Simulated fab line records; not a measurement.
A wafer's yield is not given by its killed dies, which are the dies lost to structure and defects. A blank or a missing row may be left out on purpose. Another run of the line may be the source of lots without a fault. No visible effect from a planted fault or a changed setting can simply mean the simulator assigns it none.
fab line records -- flow sky130
[record] lots = 9, wafers = 27, last-day = 50
route steps=708 shown VIA2@522 METAL3@532 CAPM@539 PAD_OPEN@708
lots with no fault: from the same line, run without faults
start-h: start of the lot's first displayed wafer, in hours after the record's first day -- wait-h: hours elapsed since this lot's preceding step -- " same as the row above -- L1.1+2: several wafers, shown together as one row -- - value missing, or start not given -- * or withheld: withheld -- < > ~ a bound
route shown NAME@n: a module of which the file shows steps, and the number in the route of the first -- usual: mean and standard deviation over wafers with no fault -- same: alike in all rows -- chamber/n: place in a boat -- sites: each site's reading -- _std_site: their standard deviation -- _edge_site: inner sites' mean taken away from outer sites' mean -- radius-mm: for every site, how far away it sits from the centre of the wafer -- mask NAME#n: copy n -- behind: tool/chamber where the wafer was last shaped -- hold: why the lot went on hold/how many hours it stayed there/how the hold came to an end -- device: names the non-switching transistor (n, p or np) -- end of line: the route-end tests of the same wafers -- a step given without rows: its recipe and nothing more -- killed: dies lost to structure and defects at the first sort, not the wafer's yield -- map: dies across one wafer; x = killed, . = not, _ = none there
set.NAME: setting as actually run; set.NAME@STEP: the setting as run at that earlier step -- model.NAME: the simulator's own value behind a step, which no gauge read
route steps across a sampled set of lots; one table per step, one row per wafer
services: the hour from which a tool's chamber was out of use, counted from the record's first day as start-h (under 0 if before that day), plus the number of hours and why
[[steps]]
[step SKY_VIA2_ETCH_15]
[recipe] target = SiO2, chemistry = C4F8/O2/Ar, target-depth-nm = 546, stop-on = TiN, mask-material = KrF-thick, source-w = 1500, bias-w = 1200, pressure-mtorr = 40, c4f8-flow-sccm = withheld, O2_flow_sccm = 6, Ar_flow_sccm = 300, time-s = 84
[usual] oes-product-au = 0.940/0.0046
lot.wafer,tool,chamber,start-h,wait-h,oes-product-au,rf-hours-counter-h
L534.2,rie-diel-02,2,858.81,0.0,0.944,28
L534.3,rie-diel-02,3,858.81,0.0,0.935,2
L534.4,rie-diel-02,1,858.81,0.0,0.945,8
L536.3,rie-diel-03,1,883.26,0.0,0.952,12
L536.4,rie-diel-03,0,883.26,0.0,0.941,-
L536.6,rie-diel-03,3,883.26,0.0,0.936,-
L542.1,rie-diel-01,0,917.65,0.0,0.951,14
L542.5,rie-diel-01,3,917.65,0.0,0.935,-
L542.6,rie-diel-01,2,917.65,0.0,0.946,-
L541.2,rie-diel-02,2,918.86,0.0,0.940,0
L541.4,rie-diel-02,1,918.86,0.0,0.939,10
L541.5,rie-diel-02,3,918.86,0.0,0.943,-
L548.3,rie-diel-02,3,972.11,0.0,0.940,6
L548.5,rie-diel-02,0,972.11,0.0,0.933,-
L548.6,rie-diel-02,3,972.11,0.0,0.946,-
L549.1,rie-diel-03,1,972.81,0.0,0.942,15
L549.2,rie-diel-03,3,972.81,0.0,0.938,16
L549.6,rie-diel-03,3,972.81,0.0,0.950,-
L552.3,rie-diel-03,3,991.76,0.0,0.947,17
L552.4,rie-diel-03,1,991.76,0.0,0.939,16
L552.5,rie-diel-03,2,991.76,0.0,0.938,-
L554.1,rie-diel-03,3,1012.51,0.0,0.940,17
L554.4,rie-diel-03,1,1012.51,0.0,0.941,17
L554.6,rie-diel-03,1,1012.51,0.0,0.943,-
L555.1,rie-diel-01,3,1015.31,0.0,0.942,4
L555.2,rie-diel-01,2,1015.31,0.0,0.946,14
L555.4,rie-diel-01,1,1015.31,0.0,0.934,21
[step SKY_METAL3_SPUTTER_00]
[recipe] material = Ti, target-thk-nm = 15, power-w = 3000, time-s = 10, chamber-pressure-pa = 0.4
[usual] cathode-dc-power-W = 2999.9/0.54, chamber-pressure-pa = 0.3999/0.00072, throttle-valve-pct = 29.9/0.61
lot.wafer,tool,chamber,start-h,wait-h,cathode-dc-power-W,chamber-pressure-pa,throttle-valve-pct
L534.2,pvd-sputter-04,-,860.14,0.1,2999.1,0.3997,30.4
L534.3,pvd-sputter-04,-,860.14,0.1,2999.5,0.4008,30.0
L534.4,pvd-sputter-04,-,860.14,0.1,2999.8,0.4010,29.8
L536.3,pvd-sputter-04,-,884.60,0.2,2999.4,0.3994,29.6
L536.4,pvd-sputter-04,-,884.60,0.2,3000.0,0.4005,30.7
L536.6,pvd-sputter-04,-,884.60,0.2,3000.1,0.3999,30.3
L542.1,pvd-sputter-04,-,919.02,0.2,3000.9,0.3999,29.4
L542.5,pvd-sputter-04,-,919.02,0.2,2999.2,0.3997,29.8
L542.6,pvd-sputter-04,-,919.02,0.2,3000.3,0.3996,30.6
L541.2,pvd-sputter-04,-,920.26,0.2,3000.1,0.4008,30.6
L541.4,pvd-sputter-04,-,920.26,0.2,3000.4,0.3991,29.6
L541.5,pvd-sputter-04,-,920.26,0.2,3000.1,0.4003,30.6
L548.3,pvd-sputter-01,-,973.44,0.2,3000.0,0.3993,28.8
L548.5,pvd-sputter-01,-,973.44,0.2,3000.4,0.3999,28.8
L548.6,pvd-sputter-01,-,973.44,0.2,2999.9,0.3993,29.7
L549.1,pvd-sputter-02,-,974.15,0.1,3000.6,0.4001,29.3
L549.2,pvd-sputter-02,-,974.15,0.1,3000.7,0.4006,30.6
L549.6,pvd-sputter-02,-,974.15,0.1,2998.7,0.3998,30.1
L552.3,pvd-sputter-01,-,993.12,0.2,2999.5,0.3993,30.5
L552.4,pvd-sputter-01,-,993.12,0.2,2999.6,0.4003,29.6
L552.5,pvd-sputter-01,-,993.12,0.2,2999.8,0.3999,30.2
L554.1,pvd-sputter-04,-,1013.85,0.1,2999.7,0.4004,29.6
L554.4,pvd-sputter-04,-,1013.85,0.1,2998.8,0.4002,30.5
L554.6,pvd-sputter-04,-,1013.85,0.1,2999.8,0.4015,29.1
L555.1,pvd-sputter-01,-,1016.65,0.2,2999.7,0.3992,30.1
L555.2,pvd-sputter-01,-,1016.65,0.2,3000.3,0.3997,28.8
L555.4,pvd-sputter-01,-,1016.65,0.2,3000.0,0.4011,29.9
[step SKY_METAL3_SPUTTER_04]
[recipe] material = TiN, target-thk-nm = 70, power-w = 6500, time-s = 58.3, chamber-pressure-pa = 0.4
[usual] cathode-dc-power-W = 6500.2/1.2, chamber-pressure-pa = 0.4000/0.00081, throttle-valve-pct = 29.8/0.59
lot.wafer,tool,chamber,start-h,wait-h,cathode-dc-power-W,chamber-pressure-pa,throttle-valve-pct
L534.2,pvd-sputter-04,-,860.25,0.0,6499.8,0.3990,30.8
L534.3,pvd-sputter-04,-,860.25,0.0,6501.7,0.4007,30.0
L534.4,pvd-sputter-04,-,860.25,0.0,6502.3,0.3994,29.3
L536.3,pvd-sputter-04,-,884.71,0.0,6499.4,0.3999,29.8
L536.4,pvd-sputter-04,-,884.71,0.0,6502.4,0.4001,30.6
L536.6,pvd-sputter-04,-,884.71,0.0,6499.1,0.3998,30.2
L542.1,pvd-sputter-04,-,919.13,0.0,6500.0,0.3989,29.3
L542.5,pvd-sputter-04,-,919.13,0.0,6500.9,0.4007,29.7
L542.6,pvd-sputter-04,-,919.13,0.0,6501.1,0.3999,30.6
L541.2,pvd-sputter-04,-,920.36,0.0,6501.2,0.3983,30.4
L541.4,pvd-sputter-04,-,920.36,0.0,6500.1,0.3994,29.7
L541.5,pvd-sputter-04,-,920.36,0.0,6496.9,0.4000,30.4
L548.3,pvd-sputter-01,-,973.55,0.0,6498.3,0.3999,29.0
L548.5,pvd-sputter-01,-,973.55,0.0,6499.5,0.3991,29.3
L548.6,pvd-sputter-01,-,973.55,0.0,6499.0,0.3997,29.9
L549.1,pvd-sputter-02,-,974.25,0.0,6499.1,0.4001,29.0
L549.2,pvd-sputter-02,-,974.25,0.0,6500.2,0.4002,30.5
L549.6,pvd-sputter-02,-,974.25,0.0,6500.7,0.3991,29.8
L552.3,pvd-sputter-01,-,993.23,0.0,6500.6,0.4003,30.3
L552.4,pvd-sputter-01,-,993.23,0.0,6500.7,0.3995,29.8
L552.5,pvd-sputter-01,-,993.23,0.0,6499.6,0.4003,30.0
L554.1,pvd-sputter-04,-,1013.95,0.0,6500.2,0.3993,29.6
L554.4,pvd-sputter-04,-,1013.95,0.0,6499.9,0.4001,30.4
L554.6,pvd-sputter-04,-,1013.95,0.0,6501.6,0.4006,29.3
L555.1,pvd-sputter-01,-,1016.75,0.0,6500.9,0.3986,30.2
L555.2,pvd-sputter-01,-,1016.75,0.0,6501.3,0.3999,28.9
L555.4,pvd-sputter-01,-,1016.75,0.0,6500.4,0.4006,29.6
[step SKY_CAPM_SPUTTER_02]
[recipe] material = TiN, target-thk-nm = 200, temp-c = 300, power-w = 6500, time-s = 166.7, chamber-pressure-pa = 0.4
[usual] cathode-dc-power-W = 6500.0/1.2, chamber-pressure-pa = 0.4000/0.00084, throttle-valve-pct = 29.8/0.86
lot.wafer,tool,chamber,start-h,wait-h,cathode-dc-power-W,chamber-pressure-pa,throttle-valve-pct
L534.2,pvd-sputter-03,-,860.38,0.0,6499.6,0.4003,28.9
L534.3,pvd-sputter-03,-,860.38,0.0,6499.8,0.4005,31.2
L534.4,pvd-sputter-03,-,860.38,0.0,6501.5,0.4012,30.6
L536.3,pvd-sputter-03,-,884.84,0.0,6500.5,0.4000,30.9
L536.4,pvd-sputter-03,-,884.84,0.0,6499.0,0.3991,30.9
L536.6,pvd-sputter-03,-,884.84,0.0,6499.1,0.4007,28.6
L542.1,pvd-sputter-03,-,919.26,0.1,3936.4,0.3994,30.6
L542.5,pvd-sputter-03,-,919.26,0.1,3934.2,0.3995,28.8
L542.6,pvd-sputter-03,-,919.26,0.1,3936.5,0.3997,28.9
L541.2,pvd-sputter-03,-,920.50,0.0,3934.2,0.4009,28.9
L541.4,pvd-sputter-03,-,920.50,0.0,3934.1,0.3998,28.8
L541.5,pvd-sputter-03,-,920.50,0.0,3933.8,0.3991,30.6
L548.3,pvd-sputter-04,-,973.68,0.0,6499.9,0.4001,30.5
L548.5,pvd-sputter-04,-,973.68,0.0,6499.0,0.3991,29.9
L548.6,pvd-sputter-04,-,973.68,0.0,6498.2,0.3994,29.4
L549.1,pvd-sputter-01,-,974.38,0.1,6498.9,0.4002,30.2
L549.2,pvd-sputter-01,-,974.38,0.1,6501.0,0.4009,28.9
L549.6,pvd-sputter-01,-,974.38,0.1,6500.6,0.4001,28.9
L552.3,pvd-sputter-03,-,993.36,0.0,6500.7,0.3985,29.3
L552.4,pvd-sputter-03,-,993.36,0.0,6501.0,0.3991,30.4
L552.5,pvd-sputter-03,-,993.36,0.0,6499.5,0.4014,31.2
L554.1,pvd-sputter-03,-,1014.08,0.1,6499.2,0.3997,30.8
L554.4,pvd-sputter-03,-,1014.08,0.1,6500.3,0.4004,28.9
L554.6,pvd-sputter-03,-,1014.08,0.1,6498.5,0.4006,28.8
L555.1,pvd-sputter-03,-,1016.89,0.1,6499.8,0.3997,28.9
L555.2,pvd-sputter-03,-,1016.89,0.1,6501.4,0.4002,31.3
L555.4,pvd-sputter-03,-,1016.89,0.1,6500.1,0.3997,30.7
[step SKY_CAPM_RS_MEAS_03]
[recipe] thk-meas-gauge = four-point-probe, reads = TiN_of_CAPM_SPUTTER_02
[usual] CAPM_TIN_RS = 6.91/0.074
lot.wafer,tool,chamber,start-h,wait-h,CAPM_TIN_RS[ohm/sq]
L534.2,film-metro-04,-,860.51,0.1,6.84
L534.3,film-metro-04,-,860.51,0.1,6.93
L534.4,film-metro-04,-,860.51,0.1,6.95
L536.3,film-metro-02,-,884.99,0.1,6.88
L536.4,film-metro-02,-,884.99,0.1,6.89
L536.6,film-metro-02,-,884.99,0.1,6.86
L542.1,film-metro-01,-,919.37,0.1,11.66
L542.5,film-metro-01,-,919.37,0.1,11.34
L542.6,film-metro-01,-,919.37,0.1,11.68
L541.2,film-metro-01,-,920.62,0.1,11.34
L541.4,film-metro-01,-,920.62,0.1,11.33
L541.5,film-metro-01,-,920.62,0.1,11.50
L548.3,film-metro-02,-,973.83,0.1,6.91
L548.5,film-metro-02,-,973.83,0.1,7.02
L548.6,film-metro-02,-,973.83,0.1,6.95
L549.1,film-metro-01,-,974.49,0.1,6.79
L549.2,film-metro-01,-,974.49,0.1,6.89
L549.6,film-metro-01,-,974.49,0.1,6.80
L552.3,film-metro-04,-,993.51,0.1,6.87
L552.4,film-metro-04,-,993.51,0.1,6.84
L552.5,film-metro-04,-,993.51,0.1,6.92
L554.1,film-metro-04,-,1014.19,0.1,6.93
L554.4,film-metro-04,-,1014.19,0.1,6.88
L554.6,film-metro-04,-,1014.19,0.1,6.86
L555.1,film-metro-01,-,1017.00,0.1,6.85
L555.2,film-metro-01,-,1017.00,0.1,6.85
L555.4,film-metro-01,-,1017.00,0.1,6.92
[step SKY_CAPM_THK_MEAS_04]
[recipe] thk-meas-gauge = xrf, reads = TiN_of_CAPM_SPUTTER_02
[usual] CAPM_TIN_THK = 201.6/2.3
lot.wafer,tool,chamber,start-h,wait-h,CAPM_TIN_THK[nm]
L534.2,film-metro-04,-,860.62,0.1,202.0
L534.3,film-metro-04,-,860.62,0.1,199.7
L534.4,film-metro-04,-,860.62,0.1,199.4
L536.3,film-metro-02,-,885.09,0.1,204.0
L536.4,film-metro-02,-,885.09,0.1,203.9
L536.6,film-metro-02,-,885.09,0.1,204.9
L542.1,film-metro-01,-,919.49,0.1,120.9
L542.5,film-metro-01,-,919.49,0.1,123.4
L542.6,film-metro-01,-,919.49,0.1,121.0
L541.2,film-metro-01,-,920.73,0.1,123.3
L541.4,film-metro-01,-,920.73,0.1,123.6
L541.5,film-metro-01,-,920.73,0.1,121.9
L548.3,film-metro-02,-,973.93,0.1,203.9
L548.5,film-metro-02,-,973.93,0.1,199.8
L548.6,film-metro-02,-,973.93,0.1,202.8
L549.1,film-metro-01,-,974.61,0.1,204.1
L549.2,film-metro-01,-,974.61,0.1,201.0
L549.6,film-metro-01,-,974.61,0.1,202.8
L552.3,film-metro-04,-,993.61,0.1,201.2
L552.4,film-metro-04,-,993.61,0.1,201.3
L552.5,film-metro-04,-,993.61,0.1,200.2
L554.1,film-metro-04,-,1014.31,0.1,199.4
L554.4,film-metro-04,-,1014.31,0.1,201.1
L554.6,film-metro-04,-,1014.31,0.1,202.2
L555.1,film-metro-01,-,1017.12,0.1,202.4
L555.2,film-metro-01,-,1017.12,0.1,201.8
L555.4,film-metro-01,-,1017.12,0.1,199.5
[step SKY_CAPM_METAL_ETCH_13]
[recipe] target-depth-nm = 220, stop-on = SiO2, chemistry = Cl2/BCl3, target = TiN, pressure-mtorr = 10, icp-w = 900, bias-w = 48.5, Cl2_flow_sccm = 60, bcl3-flow-sccm = 30, time-s = 62.9
[usual] drypump-motor-current-A = 5.9/0.53, oes-product-au = 0.942/0.0074, throttle-valve-pct = 21.903/0.01
lot.wafer,tool,chamber,start-h,wait-h,drypump-motor-current-A,oes-product-au,rf-hours-counter-h,throttle-valve-pct
L534.2,rie-metal-04,0,886.25,0.0,5.1,0.944,11,21.902
L534.3,rie-metal-04,1,886.25,0.0,6.1,0.946,-,21.900
L534.4,rie-metal-04,0,886.25,0.0,5.1,0.944,-,21.912
L536.3,rie-metal-02,1,910.28,0.0,6.4,0.951,-,21.909
L536.4,rie-metal-02,0,910.28,0.0,5.8,0.947,-,21.907
L536.6,rie-metal-02,0,910.28,0.0,5.8,0.949,-,21.896
L542.1,rie-metal-04,0,943.74,0.0,5.1,0.719,15,22.047
L542.5,rie-metal-04,1,943.74,0.0,6.1,0.723,-,22.054
L542.6,rie-metal-04,0,943.74,0.0,5.1,0.712,-,22.043
L541.2,rie-metal-02,1,945.35,0.0,6.4,0.733,10,22.038
L541.4,rie-metal-02,1,945.35,0.0,6.4,0.726,-,22.035
L541.5,rie-metal-02,0,945.35,0.0,5.8,0.720,-,22.028
L548.3,rie-metal-04,1,997.53,0.0,6.1,0.942,-,21.899
L548.5,rie-metal-04,1,997.53,0.0,6.1,0.937,-,21.911
L548.6,rie-metal-04,0,997.53,0.0,5.1,0.930,-,21.918
L549.1,rie-metal-02,1,998.31,0.0,6.4,0.954,13,21.890
L549.2,rie-metal-02,0,998.31,0.0,5.8,0.946,5,21.914
L549.6,rie-metal-02,1,998.31,0.0,6.4,0.956,-,21.908
L552.3,rie-metal-04,1,1016.28,0.0,6.1,0.938,-,21.905
L552.4,rie-metal-04,0,1016.28,0.0,5.1,0.945,-,21.896
L552.5,rie-metal-04,1,1016.28,0.0,6.1,0.944,-,21.896
L554.1,rie-metal-02,0,1036.31,0.0,5.8,0.938,7,21.889
L554.4,rie-metal-02,0,1036.31,0.0,5.8,0.948,-,21.904
L554.6,rie-metal-02,1,1036.31,0.0,6.4,0.947,-,21.906
L555.1,rie-metal-03,1,1040.20,0.0,6.7,0.951,4,21.887
L555.2,rie-metal-03,0,1040.20,0.0,5.9,0.949,14,21.883
L555.4,rie-metal-03,1,1040.20,0.0,6.8,0.943,-,21.907
[step SKY_PAD_OPEN_PROBE_99]
[usual] defect-limited-yield = 82.5/1.9, killed_at_M0_to_M3 = 43/6.7, killed_at_M4_up = 3.2/1.9, killed-at-contacts = 24/5.9, killed-at-front-end = 15/4.1, killed-at-other = 0.3/0.56, killed-dies = 86/9.5, killed-open = 47/7.4, killed-short = 39/5.5, sort_bin_3_pad_short = 0.8/0.4, sort_bin_5_function = 10.4/1.4, sort_bin_6_memory = 6.2/1.2, sort-n-pass = 406/9.5, sort-yield-pct = 82.5/1.9
[same] gross-dies = 492, killed-at-back-side = 0, sort_bin_4_leakage[%] = 0, sort_bin_8_speed[%] = 0
lot.wafer,tool,chamber,start-h,wait-h,defect-limited-yield[%],killed_at_M0_to_M3,killed_at_M4_up,killed-at-contacts,killed-at-front-end,killed-at-other,killed-dies,killed-open,killed-short,sort_bin_3_pad_short[%],sort_bin_5_function[%],sort_bin_6_memory[%],sort-n-pass,sort-yield-pct[%]
L548.3,prober-01,-,1170.78,0.2,84.8,44,3,16,12,0,75,37,38,1.0,8.1,6.1,417,84.8
L548.5,prober-01,-,1170.88,0.2,84.6,31,2,31,12,0,76,43,33,1.0,9.1,5.3,416,84.6
L548.6,prober-01,-,1170.93,0.2,80.9,47,4,16,27,0,94,51,43,1.2,11.2,6.7,398,80.9
L549.1,prober-02,-,1171.68,0.1,82.1,38,3,30,17,0,88,40,48,0.8,10.8,6.3,404,82.1
L549.2,prober-02,-,1171.73,0.1,80.9,46,3,27,18,0,94,52,42,1.2,10.8,7.1,398,80.9
L549.6,prober-02,-,1171.93,0.2,83.1,42,2,25,14,0,83,52,31,0.4,11.6,4.9,409,83.1
// killed by level:class
L548.3 VIA1:geometric-particle:open=8 CONTACT:geometric-particle:open=8 VIA3:geometric-particle:open=7 METAL3:geometric-particle:short=6 VIA2:geometric-particle:short=5 METAL1:geometric-particle:short=4 METAL2:geometric-particle:short=4 VIA2:geometric-particle:open=4
L548.5 CONTACT:geometric-particle:open=15 VIA1:geometric-particle:open=10 CONTACT:geometric-particle:short=7 POLY_GATE:geometric-particle:short=5 VIA2:geometric-particle:open=5 LOCAL_INTERCONNECT:geometric-particle:short=4 VIA1:geometric-particle:short=4 VIA3:geometric-particle:open=4
L548.6 VIA1:geometric-particle:open=9 POLY_GATE:geometric-particle:open=8 METAL1:geometric-particle:short=8 CONTACT:geometric-particle:open=8 VIA3:geometric-particle:open=7 FIELD_ISO:geometric-particle:open=6 METAL2:geometric-particle:short=6 VIA3:geometric-particle:short=6
L549.1 LI_CONTACT:geometric-particle:open=10 CONTACT:geometric-particle:short=10 VIA1:geometric-particle:short=8 VIA1:geometric-particle:open=7 VIA3:geometric-particle:open=7 POLY_GATE:geometric-particle:open=5 CONTACT:geometric-particle:open=5 FIELD_ISO:geometric-particle:short=4
L549.2 VIA1:geometric-particle:open=14 LI_CONTACT:geometric-particle:open=9 METAL1:geometric-particle:short=8 CONTACT:geometric-particle:open=7 VIA2:geometric-particle:open=6 POLY_GATE:geometric-particle:open=5 FIELD_ISO:geometric-particle:short=5 LOCAL_INTERCONNECT:geometric-particle:short=5
L549.6 CONTACT:geometric-particle:open=11 VIA1:geometric-particle:open=8 METAL1:geometric-particle:short=7 LI_CONTACT:geometric-particle:open=6 VIA2:geometric-particle:open=6 VIA3:geometric-particle:open=6 FIELD_ISO:geometric-particle:short=5 CONTACT:geometric-particle:short=4
[[services]]
tool,chamber,start-h,hours,kind
rie-diel-03,2,845.24,3.2,repair
pvd-sputter-01,-,861.93,0.6,repair
pvd-sputter-04,0,873.57,-,consumable-replace:kit
pvd-sputter-04,0,873.57,18.0,scheduled-down
pvd-sputter-04,0,873.57,18.0,vent-cycle
rie-metal-02,0,885.90,15.6,repair
pvd-sputter-04,-,887.68,1.5,repair
pvd-sputter-01,-,895.57,10.5,repair
pvd-sputter-02,-,908.03,4.5,repair
rie-metal-03,-,910.90,0.3,repair
rie-diel-02,1,924.99,16.3,repair
pvd-sputter-01,0,932.19,-,consumable-replace:kit
pvd-sputter-01,0,932.19,18.0,scheduled-down
pvd-sputter-01,0,932.19,18.0,vent-cycle
rie-diel-01,-,949.93,0.2,repair
rie-diel-03,2,964.26,13.7,repair
rie-diel-01,0,988.41,1.2,repair
rie-metal-03,1,988.77,2.8,repair
pvd-sputter-04,-,988.89,3.6,repair
rie-metal-02,1,1005.55,6.0,repair
rie-metal-03,-,1007.54,1.5,repair
pvd-sputter-01,-,1021.68,1.0,repair
rie-diel-02,2,1027.18,3.0,repair
rie-diel-02,3,1038.89,6.1,repair
[[key]]
[first-sign] step = SKY_CAPM_SPUTTER_02, reading = cathode-dc-power-W, direction = down, sigmas = 99+, usual = 6500.0, struck = 3934.9
[effect] step = SKY_CAPM_RS_MEAS_03, reading = CAPM_TIN_RS, direction = up, sigmas = 61, usual = 6.91, struck = 11.47
[effect] step = SKY_CAPM_THK_MEAS_04, reading = CAPM_TIN_THK, direction = down, sigmas = 35, usual = 201.6, struck = 122.3
[effect] step = SKY_CAPM_METAL_ETCH_13, reading = oes-product-au, direction = down, sigmas = 30, usual = 0.942, struck = 0.722
met-at SKY_CAPM_SPUTTER_02
struck-lots L541,L542
not-acting-at SKY_VIA2_ETCH_15,SKY_METAL3_SPUTTER_00,SKY_METAL3_SPUTTER_04
onset-between 884.84 919.26
[fault] kind = process-parameter-drift, tool = pvd-sputter-03, chamber = -, onset-h = 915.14, steps = SKY_CAPM_SPUTTER_02, channel = power-w, offset = *, shape = step, end-h = 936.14, acts-in = *, stated = *
